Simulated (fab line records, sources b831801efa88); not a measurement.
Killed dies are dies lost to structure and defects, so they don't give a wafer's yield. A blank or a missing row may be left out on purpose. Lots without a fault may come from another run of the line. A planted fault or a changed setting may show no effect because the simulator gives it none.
A struck lot beside a sound one | flow sfq_line | 40 steps out of a route of 325
Sound: wafers L259.1, L259.2, L259.4. Struck: wafers L268.3, L268.5, L268.6. The cause comes at the end.
At each step with rows: each side's tool, then ch and its chambers, then its first start. Under that, the readings that differ: sound wafers | struck wafers | difference of the means | sigmas: that difference in standard deviations of wafers without a fault.
alike: readings whose means differ by less than 2 such deviations, and words and numbers that are the same on both sides. not compared: withheld readings, readings that some wafer has no value for, bounds like >300 that may hide the same value, and numbers for which the record gives no deviation and whose values overlap.
The two part at a step that has a row with sigmas, a row that says differs or no value, or rows on one side only. Numbers that don't overlap but have no deviation are shown without sigmas and don't part them. A reading that every wafer of one side lacks parts them only if that side has two wafers or more.

SFQ_I1_OVL_MEAS_913:
  sound on overlay-01, day 27 05:28; struck on overlay-02, day 29 16:58
  reading     | sound    | struck | difference | sigmas
  I1_OVL (nm) | -6 -4 -4 | 8 9 9  | +13        | +2
then, 6 steps without rows for these wafers: SFQ_TRILAYER_I1_VIA_BARC_OPEN_VIA_ETCH_071 (etches BARC in O2, target depth 125 nm, time 41.7 s); SFQ_TRILAYER_I1_VIA_ETCH_VIA_ETCH_052 (etches SiO2 in CHF3, stops on Nb, target depth 260 nm); SFQ_TRILAYER_I1_VIA_STRIP_STRIP_053 (strips in O2); SFQ_TRILAYER_I1_VIA_STRIP_SOLV_CLEAN_054 (cleans in NMP, time 600 s); SFQ_TRILAYER_M2_DEP_PRE_CLEAN_056 (time 22.5 s); SFQ_TRILAYER_M2_DEP_SPUTTER_055 (material Nb, target thk 200 nm, time 133.3 s).
SFQ_M2_RS_MEAS_914: measures by four-point-probe.
  sound on film_metro-04, day 27 07:02; struck on film_metro-03, day 29 18:04
  alike: M2_NB_RS
then, 3 steps without rows for these wafers: SFQ_TRILAYER_M2_LITHO_COAT_062 (resist thk 62 nm); SFQ_TRILAYER_M2_LITHO_COAT_057 (resist thk 600 nm); SFQ_TRILAYER_M2_LITHO_SOFTBAKE_061.
-- the record jumps here: 6 days lie between the struck wafers' starts before and after --
SFQ_TRILAYER_M2_LITHO_EXPOSE_058: exposes mask M2, target cd 500 nm.
  sound on krf_scanner-02 ch 0, day 33 00:34; struck on krf_scanner-02 ch 0, day 36 02:12
  reading                    | sound             | struck            | difference | sigmas
  model.M2.overlay_x_nm (nm) | 7.019 7.019 7.019 | 163.6 163.6 163.6 | +156.6     |
  alike: mask
then, 2 steps without rows for these wafers: SFQ_TRILAYER_M2_LITHO_PEB_060 (peb time 60 s); SFQ_TRILAYER_M2_LITHO_DEVELOP_059 (time 60 s).
SFQ_M2_OVL_MEAS_916:
  sound on overlay-02, day 33 02:04; struck on overlay-02, day 36 03:31
  reading     | sound | struck      | difference | sigmas
  M2_OVL (nm) | 6 5 7 | 160 166 157 | +155       | +21
  not compared: hold
then, 1 step without rows for these wafers: SFQ_TRILAYER_M2_ETCH_METAL_ETCH_060 (etches Nb in Cl2/Ar, stops on SiO2, target depth 240 nm, time 120 s).
SFQ_TRILAYER_M2_STRIP_STRIP_061: strips in O2.
  sound on rie_metal-04 ch 0,1, day 33 02:17; struck on rie_metal-03 ch 0,1, day 36 05:56
  alike: drypump_motor_current_A, oes_product_au
  not compared: rf_hours_counter_h
then, 2 steps without rows for these wafers: SFQ_TRILAYER_M2_STRIP_SOLV_CLEAN_062 (cleans in NMP, time 600 s); SFQ_TRILAYER_I2_DEP_PECVD_063 (deposits SiO2 from SiH4/N2O, time 111.11 s, target thk 500 nm).
SFQ_TRILAYER_I2_CMP_CMP_064: polishes SiO2.
  sound on cmp-02 ch 0,1,2, day 33 09:36; struck on cmp-01 ch 1,2, day 36 15:31
  alike: motor_current_A, retaining_ring_pressure_frac, time_to_endpoint_s
SFQ_I2_BOW_MEAS_917:
  sound on film_metro-04, day 33 12:36; struck on film_metro-02, day 36 18:34
  alike: I2_BOW
then, 7 steps without rows for these wafers: SFQ_TRILAYER_I2_METRO_MEASURE_065; SFQ_TRILAYER_I2_VIA_LITHO_COAT_072 (resist thk 62 nm); SFQ_TRILAYER_I2_VIA_LITHO_COAT_067 (resist thk 650 nm); SFQ_TRILAYER_I2_VIA_LITHO_SOFTBAKE_071; SFQ_TRILAYER_I2_VIA_LITHO_EXPOSE_068 (exposes mask I2, target cd 500 nm); SFQ_TRILAYER_I2_VIA_LITHO_PEB_070 (peb time 60 s); SFQ_TRILAYER_I2_VIA_LITHO_DEVELOP_069 (time 60 s).
-- the record jumps here: 5 days lie between the struck wafers' starts before and after --
SFQ_I2_OVL_MEAS_918:
  sound on overlay-01, day 39 12:22; struck on overlay-01, day 42 02:46
  alike: I2_OVL
SFQ_TRILAYER_I2_VIA_BARC_OPEN_VIA_ETCH_096: etches BARC in O2, target depth 125 nm, time 41.7 s.
  sound on rie_diel-04 ch 0,2,3, day 39 12:24; struck on rie_diel-04 ch 2,3, day 42 02:47
  alike: bias_w, drypump_motor_current_A, oes_product_au, rf_fwd_power_W
  not compared: rf_hours_counter_h
then, 1 step without rows for these wafers: SFQ_TRILAYER_I2_VIA_ETCH_VIA_ETCH_070 (etches SiO2 in CHF3, stops on Nb, target depth 260 nm).
SFQ_TRILAYER_I2_VIA_STRIP_STRIP_071: strips in O2.
  sound on rie_metal-03 ch 0,1, day 39 12:33; struck on rie_metal-01 ch 0,1, day 42 03:08
  alike: drypump_motor_current_A, oes_product_au
  not compared: rf_hours_counter_h
then, 2 steps without rows for these wafers: SFQ_TRILAYER_I2_VIA_STRIP_SOLV_CLEAN_072 (cleans in NMP, time 600 s); SFQ_TRILAYER_M3_DEP_PRE_CLEAN_074 (time 22.5 s).
SFQ_TRILAYER_M3_DEP_SPUTTER_073: material Nb, target thk 200 nm, time 133.3 s.
  sound on pvd_sputter-03, day 39 13:22; struck on pvd_sputter-04, day 42 03:44
  alike: resputter_cathode_voltage_v, throttle_valve_pct
SFQ_M3_RS_MEAS_919: measures by four-point-probe.
  sound on film_metro-02, day 39 13:28; struck on film_metro-02, day 42 03:52
  alike: M3_NB_RS
then, 3 steps without rows for these wafers: SFQ_TRILAYER_M3_LITHO_COAT_080 (resist thk 62 nm); SFQ_TRILAYER_M3_LITHO_COAT_075 (resist thk 600 nm); SFQ_TRILAYER_M3_LITHO_SOFTBAKE_079.
-- the record jumps here: 42 days lie between the struck wafers' starts before and after --
SFQ_M8_BOW_MEAS_951:
  sound on film_metro-02, day 81 11:57; struck on film_metro-02, day 84 06:04
  reading                 | sound             | struck            | difference | sigmas
  model.etest.i1.link_ohm | 1.966 1.993 1.957 | 2.047 2.046 2.048 | +0.075     |
  alike: M8_BOW

WHERE THEY PART
First at SFQ_I1_OVL_MEAS_913; last, within this record, at SFQ_M2_OVL_MEAS_916. Later steps at which nothing parts them and some readings are alike: SFQ_TRILAYER_M2_STRIP_STRIP_061, SFQ_TRILAYER_I2_CMP_CMP_064, SFQ_I2_BOW_MEAS_917, SFQ_I2_OVL_MEAS_918, SFQ_TRILAYER_I2_VIA_BARC_OPEN_VIA_ETCH_096, SFQ_TRILAYER_I2_VIA_STRIP_STRIP_071, SFQ_TRILAYER_M3_DEP_SPUTTER_073, SFQ_M3_RS_MEAS_919, SFQ_M8_BOW_MEAS_951.

WHY: what the simulator had put in
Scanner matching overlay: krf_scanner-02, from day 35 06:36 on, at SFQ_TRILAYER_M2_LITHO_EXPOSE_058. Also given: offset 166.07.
